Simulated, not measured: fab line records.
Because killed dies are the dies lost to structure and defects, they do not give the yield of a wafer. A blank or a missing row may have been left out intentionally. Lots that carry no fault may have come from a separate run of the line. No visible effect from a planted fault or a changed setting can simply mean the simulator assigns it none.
Which tool did it? / flow sky130 / 11 lots, 33 wafers sampled, at 5 steps of a route of 708

== WHAT THE GAUGES SHOWED, per wafer ==
The record lacks any reading of a measuring or inspecting step that a usual standard deviation could be used to judge.

== WHAT TOOL EACH LOT RAN ON (gives the tool, then ch and the chambers of the sampled wafers, and finally the start) ==
lot=L423; SKY_PWDE_STRIP_09=plasma asher-02 ch 0,1, day 4 02:16; SKY_METAL5_SPUTTER_01=pvd sputter-02, day 43 07:16; SKY_METAL5_DESCUM_14=rie metal-03 ch 0,1, day 44 05:17; SKY_METAL5_METAL_ETCH_15=rie metal-03 ch 0,1, day 44 05:20; SKY_PAD_OPEN_PROBE_99=-
lot=L424; SKY_PWDE_STRIP_09=plasma asher-01 ch 0,1, day 4 11:28; SKY_METAL5_SPUTTER_01=pvd sputter-03, day 43 16:10; SKY_METAL5_DESCUM_14=rie metal-02 ch 0,1, day 44 13:05; SKY_METAL5_METAL_ETCH_15=rie metal-02 ch 0,1, day 44 13:08; SKY_PAD_OPEN_PROBE_99=-
lot=L425; SKY_PWDE_STRIP_09=plasma asher-01 ch 0,1, day 4 12:10; SKY_METAL5_SPUTTER_01=pvd sputter-03, day 43 18:05; SKY_METAL5_DESCUM_14=rie metal-02 ch 0,1, day 44 16:08; SKY_METAL5_METAL_ETCH_15=rie metal-02 ch 0,1, day 44 16:11; SKY_PAD_OPEN_PROBE_99=-
lot=L427; SKY_PWDE_STRIP_09=plasma asher-01 ch 0,1, day 4 23:32; SKY_METAL5_SPUTTER_01=pvd sputter-02, day 44 07:24; SKY_METAL5_DESCUM_14=rie metal-01 ch 0,1, day 45 05:08; SKY_METAL5_METAL_ETCH_15=rie metal-01 ch 0,1, day 45 05:11; SKY_PAD_OPEN_PROBE_99=prober-01, day 47 02:47
lot=L428; SKY_PWDE_STRIP_09=plasma asher-01 ch 0,1, day 5 04:49; SKY_METAL5_SPUTTER_01=pvd sputter-01, day 44 16:57; SKY_METAL5_DESCUM_14=rie metal-03 ch 0,1, day 45 15:26; SKY_METAL5_METAL_ETCH_15=rie metal-03 ch 0,1, day 45 15:29; SKY_PAD_OPEN_PROBE_99=prober-02, day 47 12:20
lot=L439; SKY_PWDE_STRIP_09=plasma asher-03 ch 0, day 7 22:08; SKY_METAL5_SPUTTER_01=pvd sputter-01, day 47 20:13; SKY_METAL5_DESCUM_14=rie metal-02 ch 1, day 48 14:50; SKY_METAL5_METAL_ETCH_15=rie metal-02 ch 1, day 48 14:52; SKY_PAD_OPEN_PROBE_99=-
lot=L440; SKY_PWDE_STRIP_09=plasma asher-02 ch 1, day 8 03:19; SKY_METAL5_SPUTTER_01=pvd sputter-03, day 47 20:56; SKY_METAL5_DESCUM_14=rie metal-01 ch 0,1, day 48 15:53; SKY_METAL5_METAL_ETCH_15=rie metal-01 ch 0,1, day 48 15:55; SKY_PAD_OPEN_PROBE_99=-
lot=L441; SKY_PWDE_STRIP_09=plasma asher-02 ch 0,1, day 8 07:13; SKY_METAL5_SPUTTER_01=pvd sputter-01, day 47 21:10; SKY_METAL5_DESCUM_14=rie metal-03 ch 0,1, day 48 16:12; SKY_METAL5_METAL_ETCH_15=rie metal-03 ch 0,1, day 48 16:18; SKY_PAD_OPEN_PROBE_99=-
lot=L442; SKY_PWDE_STRIP_09=plasma asher-02 ch 0,1, day 8 13:41; SKY_METAL5_SPUTTER_01=pvd sputter-02, day 47 22:43; SKY_METAL5_DESCUM_14=rie metal-03 ch 0,1, day 48 18:23; SKY_METAL5_METAL_ETCH_15=rie metal-03 ch 0,1, day 48 18:25; SKY_PAD_OPEN_PROBE_99=-
lot=L444; SKY_PWDE_STRIP_09=plasma asher-02 ch 0,1, day 9 00:13; SKY_METAL5_SPUTTER_01=pvd sputter-03, day 48 12:41; SKY_METAL5_DESCUM_14=rie metal-02 ch 0, day 49 07:50; SKY_METAL5_METAL_ETCH_15=rie metal-02 ch 0, day 49 07:52; SKY_PAD_OPEN_PROBE_99=-
lot=L445; SKY_PWDE_STRIP_09=plasma asher-02 ch 0,1, day 9 09:23; SKY_METAL5_SPUTTER_01=pvd sputter-01, day 48 22:54; SKY_METAL5_DESCUM_14=rie metal-02 ch 0,1, day 49 16:35; SKY_METAL5_METAL_ETCH_15=rie metal-02 ch 0,1, day 49 16:37; SKY_PAD_OPEN_PROBE_99=-
- SKY_PWDE_STRIP_09: strips in O2/N2.
- SKY_METAL5_SPUTTER_01: material TiN, target thk 20 nm, time 16.7 s.
- SKY_METAL5_DESCUM_14: chemistry O2, time 11 s.
- SKY_METAL5_METAL_ETCH_15: etches the open film in Cl2/BCl3, stops on SiO2, target depth 1260 nm, time 252 s.
- SKY_PAD_OPEN_PROBE_99

== AS READ BY THE TOOLS THEMSELVES (means over the sampled wafers that have a number; for cases with no such wafer, the mark the record gives instead) ==
SKY_PWDE_STRIP_09. Usual: chamber pressure mTorr 1499.9 mTorr, standard deviation 1.4; drypump motor current A 6.0 A, standard deviation 0.4; oes product au 0.723 a.u., standard deviation 0.0046; strip time to endpoint s 36.93 s, standard deviation 0.1.
lot=L423; tool=plasma asher-02; chamber pressure mTorr (mTorr)=1500.9; drypump motor current A (A)=6.4; oes product au (a.u.)=0.722; strip time to endpoint s (s)=36.86; flag=
lot=L424; tool=plasma asher-01; chamber pressure mTorr (mTorr)=1499.5; drypump motor current A (A)=5.7; oes product au (a.u.)=0.724; strip time to endpoint s (s)=36.96; flag=
lot=L425; tool=plasma asher-01; chamber pressure mTorr (mTorr)=1499.1; drypump motor current A (A)=5.8; oes product au (a.u.)=0.723; strip time to endpoint s (s)=36.99; flag=
lot=L427; tool=plasma asher-01; chamber pressure mTorr (mTorr)=1501.1; drypump motor current A (A)=5.7; oes product au (a.u.)=0.723; strip time to endpoint s (s)=36.97; flag=
lot=L428; tool=plasma asher-01; chamber pressure mTorr (mTorr)=1499.9; drypump motor current A (A)=5.7; oes product au (a.u.)=0.723; strip time to endpoint s (s)=36.90; flag=
lot=L439; tool=plasma asher-03; chamber pressure mTorr (mTorr)=1499.6; drypump motor current A (A)=5.6; oes product au (a.u.)=0.721; strip time to endpoint s (s)=37.05; flag=
lot=L440; tool=plasma asher-02; chamber pressure mTorr (mTorr)=1500.7; drypump motor current A (A)=6.1; oes product au (a.u.)=0.721; strip time to endpoint s (s)=37.06; flag=
lot=L441; tool=plasma asher-02; chamber pressure mTorr (mTorr)=1501.3; drypump motor current A (A)=6.3; oes product au (a.u.)=0.721; strip time to endpoint s (s)=36.90; flag=
lot=L442; tool=plasma asher-02; chamber pressure mTorr (mTorr)=1501.3; drypump motor current A (A)=6.4; oes product au (a.u.)=0.727; strip time to endpoint s (s)=36.99; flag=
lot=L444; tool=plasma asher-02; chamber pressure mTorr (mTorr)=1500.3; drypump motor current A (A)=6.4; oes product au (a.u.)=0.729; strip time to endpoint s (s)=36.98; flag=
lot=L445; tool=plasma asher-02; chamber pressure mTorr (mTorr)=1499.1; drypump motor current A (A)=6.3; oes product au (a.u.)=0.722; strip time to endpoint s (s)=36.75; flag=

SKY_METAL5_SPUTTER_01. Usual: throttle valve pct at 30.1 %, with a standard deviation of 0.89.
lot=L423; tool=pvd sputter-02; throttle valve pct (%)=30.5; flag=
lot=L424; tool=pvd sputter-03; throttle valve pct (%)=30.0; flag=
lot=L425; tool=pvd sputter-03; throttle valve pct (%)=30.0; flag=
lot=L427; tool=pvd sputter-02; throttle valve pct (%)=30.6; flag=
lot=L428; tool=pvd sputter-01; throttle valve pct (%)=29.5; flag=
lot=L439; tool=pvd sputter-01; throttle valve pct (%)=29.4; flag=
lot=L440; tool=pvd sputter-03; throttle valve pct (%)=30.1; flag=
lot=L441; tool=pvd sputter-01; throttle valve pct (%)=29.3; flag=
lot=L442; tool=pvd sputter-02; throttle valve pct (%)=30.6; flag=
lot=L444; tool=pvd sputter-03; throttle valve pct (%)=30.8; flag=
lot=L445; tool=pvd sputter-01; throttle valve pct (%)=29.5; flag=

SKY_METAL5_DESCUM_14. Usual: chamber pressure mTorr 10.000 mTorr, standard deviation 0.0098; drypump motor current A 5.7 A, standard deviation 0.43; he backside leak sccm 3.3 sccm, standard deviation 0.34; oes product au 1.003 a.u., standard deviation 0.01; rf fwd power W 147.1 W, standard deviation 0.86.
lot=L423; tool=rie metal-03; chamber pressure mTorr (mTorr)=10.002; drypump motor current A (A)=5.9; he backside leak sccm (sccm)=3.2; oes product au (a.u.)=1.003; rf fwd power W (W)=147.0; flag=
lot=L424; tool=rie metal-02; chamber pressure mTorr (mTorr)=10.001; drypump motor current A (A)=5.6; he backside leak sccm (sccm)=3.3; oes product au (a.u.)=1.011; rf fwd power W (W)=147.0; flag=
lot=L425; tool=rie metal-02; chamber pressure mTorr (mTorr)=10.000; drypump motor current A (A)=5.9; he backside leak sccm (sccm)=3.3; oes product au (a.u.)=1.007; rf fwd power W (W)=146.4; flag=
lot=L427; tool=rie metal-01; chamber pressure mTorr (mTorr)=9.997; drypump motor current A (A)=5.2; he backside leak sccm (sccm)=3.0; oes product au (a.u.)=0.999; rf fwd power W (W)=147.4; flag=
lot=L428; tool=rie metal-03; chamber pressure mTorr (mTorr)=9.987; drypump motor current A (A)=5.8; he backside leak sccm (sccm)=3.3; oes product au (a.u.)=0.993; rf fwd power W (W)=147.1; flag=
lot=L439; tool=rie metal-02; chamber pressure mTorr (mTorr)=10.003; drypump motor current A (A)=5.3; he backside leak sccm (sccm)=3.0; oes product au (a.u.)=1.006; rf fwd power W (W)=148.2; flag=
lot=L440; tool=rie metal-01; chamber pressure mTorr (mTorr)=10.003; drypump motor current A (A)=5.5; he backside leak sccm (sccm)=3.2; oes product au (a.u.)=0.998; rf fwd power W (W)=148.0; flag=
lot=L441; tool=rie metal-03; chamber pressure mTorr (mTorr)=10.002; drypump motor current A (A)=5.9; he backside leak sccm (sccm)=3.3; oes product au (a.u.)=0.998; rf fwd power W (W)=146.2; flag=
lot=L442; tool=rie metal-03; chamber pressure mTorr (mTorr)=10.009; drypump motor current A (A)=5.9; he backside leak sccm (sccm)=3.4; oes product au (a.u.)=1.012; rf fwd power W (W)=147.0; flag=
lot=L444; tool=rie metal-02; chamber pressure mTorr (mTorr)=9.999; drypump motor current A (A)=6.2; he backside leak sccm (sccm)=3.5; oes product au (a.u.)=1.003; rf fwd power W (W)=145.8; flag=
lot=L445; tool=rie metal-02; chamber pressure mTorr (mTorr)=9.995; drypump motor current A (A)=5.6; he backside leak sccm (sccm)=3.3; oes product au (a.u.)=1.012; rf fwd power W (W)=147.7; flag=

SKY_METAL5_METAL_ETCH_15. Usual: chamber pressure mTorr is 9.999 mTorr with standard deviation 0.0092, drypump motor current A is 5.7 A with standard deviation 0.43, he backside leak sccm is 3.35 sccm with standard deviation 0.27, mfc cl2 sccm is 60.00 sccm with standard deviation 0.18, oes product au is 0.895 a.u. with standard deviation 0.0052, rf fwd power W is 897.7 W with standard deviation 3, and throttle valve pct is 22.263 % with standard deviation 0.0093.
lot=L423; tool=rie metal-03; chamber pressure mTorr (mTorr)=10.000; drypump motor current A (A)=5.9; he backside leak sccm (sccm)=3.46; mfc cl2 sccm (sccm)=59.95; oes product au (a.u.)=0.898; rf fwd power W (W)=895.1; throttle valve pct (%)=22.255; flag=
lot=L424; tool=rie metal-02; chamber pressure mTorr (mTorr)=10.005; drypump motor current A (A)=5.6; he backside leak sccm (sccm)=3.21; mfc cl2 sccm (sccm)=59.96; oes product au (a.u.)=0.895; rf fwd power W (W)=900.0; throttle valve pct (%)=22.253; flag=
lot=L425; tool=rie metal-02; chamber pressure mTorr (mTorr)=9.990; drypump motor current A (A)=5.8; he backside leak sccm (sccm)=3.46; mfc cl2 sccm (sccm)=59.85; oes product au (a.u.)=0.897; rf fwd power W (W)=897.3; throttle valve pct (%)=22.259; flag=
lot=L427; tool=rie metal-01; chamber pressure mTorr (mTorr)=10.000; drypump motor current A (A)=5.1; he backside leak sccm (sccm)=3.21; mfc cl2 sccm (sccm)=60.09; oes product au (a.u.)=0.895; rf fwd power W (W)=897.3; throttle valve pct (%)=22.257; flag=
lot=L428; tool=rie metal-03; chamber pressure mTorr (mTorr)=10.002; drypump motor current A (A)=5.8; he backside leak sccm (sccm)=3.47; mfc cl2 sccm (sccm)=60.00; oes product au (a.u.)=0.895; rf fwd power W (W)=896.7; throttle valve pct (%)=22.273; flag=
lot=L439; tool=rie metal-02; chamber pressure mTorr (mTorr)=10.000; drypump motor current A (A)=5.3; he backside leak sccm (sccm)=3.09; mfc cl2 sccm (sccm)=59.95; oes product au (a.u.)=0.892; rf fwd power W (W)=900.1; throttle valve pct (%)=22.259; flag=
lot=L440; tool=rie metal-01; chamber pressure mTorr (mTorr)=9.985; drypump motor current A (A)=5.5; he backside leak sccm (sccm)=3.35; mfc cl2 sccm (sccm)=60.02; oes product au (a.u.)=0.894; rf fwd power W (W)=898.2; throttle valve pct (%)=22.268; flag=
lot=L441; tool=rie metal-03; chamber pressure mTorr (mTorr)=9.999; drypump motor current A (A)=5.8; he backside leak sccm (sccm)=3.48; mfc cl2 sccm (sccm)=59.95; oes product au (a.u.)=0.896; rf fwd power W (W)=899.3; throttle valve pct (%)=22.264; flag=
lot=L442; tool=rie metal-03; chamber pressure mTorr (mTorr)=10.001; drypump motor current A (A)=5.9; he backside leak sccm (sccm)=3.38; mfc cl2 sccm (sccm)=60.08; oes product au (a.u.)=0.895; rf fwd power W (W)=896.5; throttle valve pct (%)=22.257; flag=
lot=L444; tool=rie metal-02; chamber pressure mTorr (mTorr)=10.001; drypump motor current A (A)=6.1; he backside leak sccm (sccm)=3.58; mfc cl2 sccm (sccm)=60.00; oes product au (a.u.)=0.893; rf fwd power W (W)=893.2; throttle valve pct (%)=22.263; flag=
lot=L445; tool=rie metal-02; chamber pressure mTorr (mTorr)=9.996; drypump motor current A (A)=5.6; he backside leak sccm (sccm)=3.30; mfc cl2 sccm (sccm)=60.15; oes product au (a.u.)=0.895; rf fwd power W (W)=899.0; throttle valve pct (%)=22.267; flag=

SKY_PAD_OPEN_PROBE_99. Usual: killed_at_M0_to_M3 42, standard deviation 7.6; killed_at_M4_up 2.9, standard deviation 1.7; killed at contacts 24, standard deviation 5.1; killed at front end 15, standard deviation 4; killed at other 0.2, standard deviation 0.38; killed dies 84, standard deviation 9.9; killed open 46, standard deviation 7.2; killed short 38, standard deviation 6.6.
lot=L427; tool=prober-01; killed_at_M0_to_M3=40; killed_at_M4_up=3.0; killed at contacts=18; killed at front end=67; killed at other=0.0; killed dies=128; killed open=38; killed short=37; flag=OFF
lot=L428; tool=prober-02; killed_at_M0_to_M3=35; killed_at_M4_up=1.7; killed at contacts=29; killed at front end=67; killed at other=0.0; killed dies=133; killed open=44; killed short=37; flag=OFF

== THE ANSWER, worked out from the rows above alone ==
Rule: lot off if the mean of its wafers having a number is beyond 3 standard deviations from the usual mean. A lot without any number at a reading at which 4 lots or more have one is off too. The other lots that the step has rows for count as sound. Order of review: gauges by route order, followed by the tools' own readings, for which a lot's mean as printed above is used. At the first step where some lot is off, the reading lying furthest off is the one used; lots without a number count as furthest.
Off: L427, L428, at SKY_PAD_OPEN_PROBE_99 (killed at front end). Neither off nor sound, because the step has no rows for them: L423, L424, L425, L439, L440, L441, L442, L444, L445.
If a tool, at that step or one of the process steps before it, ran each lot that is off and ran no sound lot following the first of them, it fits. One fits: SKY_PWDE_STRIP_09 on plasma asher-01. It ran no sound lot before its first lot that is off in this sample, so the start can't be narrowed down.

== WHAT THE SIMULATOR HAD INSERTED ==
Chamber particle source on plasma asher-01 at SKY_PWDE_STRIP_09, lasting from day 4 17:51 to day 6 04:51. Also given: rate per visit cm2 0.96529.
Shown lots that were struck: L427, L428. Same finding as the rule above.
